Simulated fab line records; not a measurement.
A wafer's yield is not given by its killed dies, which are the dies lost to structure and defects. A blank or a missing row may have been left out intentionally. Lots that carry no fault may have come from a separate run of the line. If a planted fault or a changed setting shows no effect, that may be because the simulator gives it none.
The same fault as seen by 2 desks ; flow gf180mcu ; each desk has only its own numbers; what lay behind them comes last

== THE TOOL OWNER'S DESK: furnace-02 ==
The tool's own readings at GF_STI_OXIDATION_29 (stabilise 600 s, purge 300 s, target thk 10 nm): means of the sampled wafers that have a number, for each lot that ran on this tool. The brackets show how far a lot's mean lies from the usual mean; more than 4 standard deviations puts the lot out of limits, marked OUT. 7 of its 8 readings are shown: the first one out of limits and those lying furthest out on some lot.
Columns: A = spike tc bottom C at GF_STI_OXIDATION_29, usual 919.2 C; B = spike tc centre C at GF_STI_OXIDATION_29, usual 901.1 C; C = spike tc lower C at GF_STI_OXIDATION_29, usual 898.4 C; D = spike tc top C at GF_STI_OXIDATION_29, usual 907.6 C; E = spike tc upper C at GF_STI_OXIDATION_29, usual 899.1 C; F = tube center temp C at GF_STI_OXIDATION_29, usual 900 C; G = tube_center_temp_C_max at GF_STI_OXIDATION_29, usual 902.3
lot;first seen here;A;B;C;D;E;F;G
L469;day 2 04:53;918.3;901.3;898.2;906.6;899.3;900;902.4
L470;day 2 10:36;919.8;901.2;898.5;906.2;898.8;900;902.3
L472;day 2 20:40;947.4 (+23) OUT;928.9 (+28) OUT;925.5 (+19) OUT;935.2 (+25) OUT;927.7 (+29) OUT;928 (+99 or more) OUT;930.5 (+85) OUT
L474;day 3 07:43;946.7 (+23) OUT;928.4 (+27) OUT;926.4 (+20) OUT;935.3 (+25) OUT;926.9 (+28) OUT;928 (+99 or more) OUT;930.3 (+85) OUT
L484;day 5 20:35;918.7;901.7;897.6;907.9;899.0;900;902.4
L485;day 5 20:35;919.6;900.8;898.6;906.5;899.0;900;902.3
L486;day 6 04:38;917.9;901.9;899.2;906.9;899.2;900;902.7
L488;day 6 11:59;918.8;901.0;898.3;907.7;899.3;900;902.1
L491;day 7 00:08;918.8;901.3;897.4;906.9;898.4;900;902.2
L492;day 7 05:18;918.9;901.2;897.7;907.5;899.3;900;902.3
Finding of this desk: L472, L474 out of limits; the first was L472 at day 2 20:40, on spike tc bottom C at GF_STI_OXIDATION_29. L469, L470, L484, L485, L486, L488, L491, L492: within limits.

== FROM THE METROLOGY DESK ==
Lot by lot, what the gauges showed, no matter which tool ran the lot: averages of those sampled wafers that carry a number. The brackets show how far a lot's mean lies from the usual mean; more than 4 standard deviations puts the lot out of limits, marked OUT.
Columns: A = STI_CVD_23_THK at GF_STI_THK_MEAS_24, usual 652 nm; B = STI_OXIDATION_02_THK at GF_STI_THK_MEAS_30, usual 10.11 nm; C = DNWELL_TW at GF_DNWELL_TW_MEAS_09, usual 1342
lot;first seen here;A;B;C
L469;day 2 03:53;644;10.19;1334
L470;day 2 09:40;659;10.10;1327
L471;day 2 13:52;653;10.05;1342
L472;day 2 19:40;646;13.21 (+17) OUT;1361
L474;day 3 06:45;658;13.47 (+19) OUT;1345
L484;day 5 13:50;654;10.09;1354
L485;day 5 13:50;652;10.03;1351
L486;day 6 00:41;646;10.15;1325
L488;day 6 10:40;655;10.35;1349
L490;day 6 20:30;652;9.91;1328
L491;day 6 21:38;649;10.37;1351
L492;day 7 02:48;645;10.13;1334
Per this desk, out of limits: L472, L474; the first was L472, day 2 22:04 (STI_OXIDATION_02_THK at GF_STI_THK_MEAS_30). L469, L470, L471, L484, L485, L486, L488, L490, L491, L492: within limits.

== ALL TOGETHER ==
At day 2 20:40, on L472, L474, the tool owner's desk was in a position to raise an alarm.
L472, L474 would have let the metrology desk raise an alarm at day 2 22:04.
On furnace-02, each named lot ran GF_STI_OXIDATION_29.

== WHAT THE SIMULATOR HAD PUT IN ==
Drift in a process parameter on furnace-02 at GF_STI_OXIDATION_29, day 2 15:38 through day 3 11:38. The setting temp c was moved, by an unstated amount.
Shown lots that were struck: L472, L474.
Time in hours from fault onset to the first out-of-limits reading at each desk: tool owner's desk 5, metrology desk 6.
